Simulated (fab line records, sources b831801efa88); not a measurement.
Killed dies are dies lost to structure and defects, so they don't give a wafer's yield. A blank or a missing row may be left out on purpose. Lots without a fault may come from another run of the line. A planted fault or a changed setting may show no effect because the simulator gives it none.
Chamber matching | flow sfq_line | SFQ_TRILAYER_A5C_DEP_PECVD_142 on pecvd-04: 3 sister chambers
The step deposits SiO2 from SiH4/N2O, time 15.556 s, target thk 70 nm. 6 wafers are shown with their chamber, then 8 later ones without.

WAFERS WITH THEIR CHAMBER
wafer  | chamber | heater_power_w (W) | throttle_valve_pct (%)
L950.5 | 1       | 130                | 24.9
L954.6 | 1       | 128                | 24.7
L957.4 | 2       | 96                 | 25.6
L957.5 | 0       | 82                 | 26.3
L957.6 | 2       | 95                 | 25.7
L963.4 | 0       | 74                 | 26.5

WAFERS WITHOUT THEIR CHAMBER
wafer  | heater_power_w (W) | throttle_valve_pct (%)
L963.5 | 131                | 25.0
L963.6 | 81                 | 25.6
L968.1 | 69                 | 26.5
L968.3 | 92                 | 25.8
L968.6 | 70                 | 26.6
L971.4 | 81                 | 26.3
L971.5 | 85                 | 25.6
L971.6 | 121                | 24.7

WHICH CHAMBER EACH WENT THROUGH
wafer  | from the rows above | in truth
L963.5 | 1                   | 1
L963.6 | 2                   | 2
L968.1 | 0                   | 0
L968.3 | 2                   | 2
L968.6 | 0                   | 0
L971.4 | 0                   | 0
L971.5 | 2                   | 2
L971.6 | 1                   | 1
Placed correctly: 8 of 8. Can't be placed from these rows: 0. Placed wrongly: 0.
How it was worked out, from the rows above alone: a wafer's distance from a chamber is the root of the sum, over the readings, of the square of ((its reading less the chamber's mean) divided by the reading's scatter). The wafer belongs to the nearest chamber; if the next one is less than 2 further off, it can't be placed. A chamber's mean is the mean of its shown wafers. The scatter: the root of (the sum of the squares of (reading less its chamber's mean) over the shown wafers, divided by (wafers less chambers)).
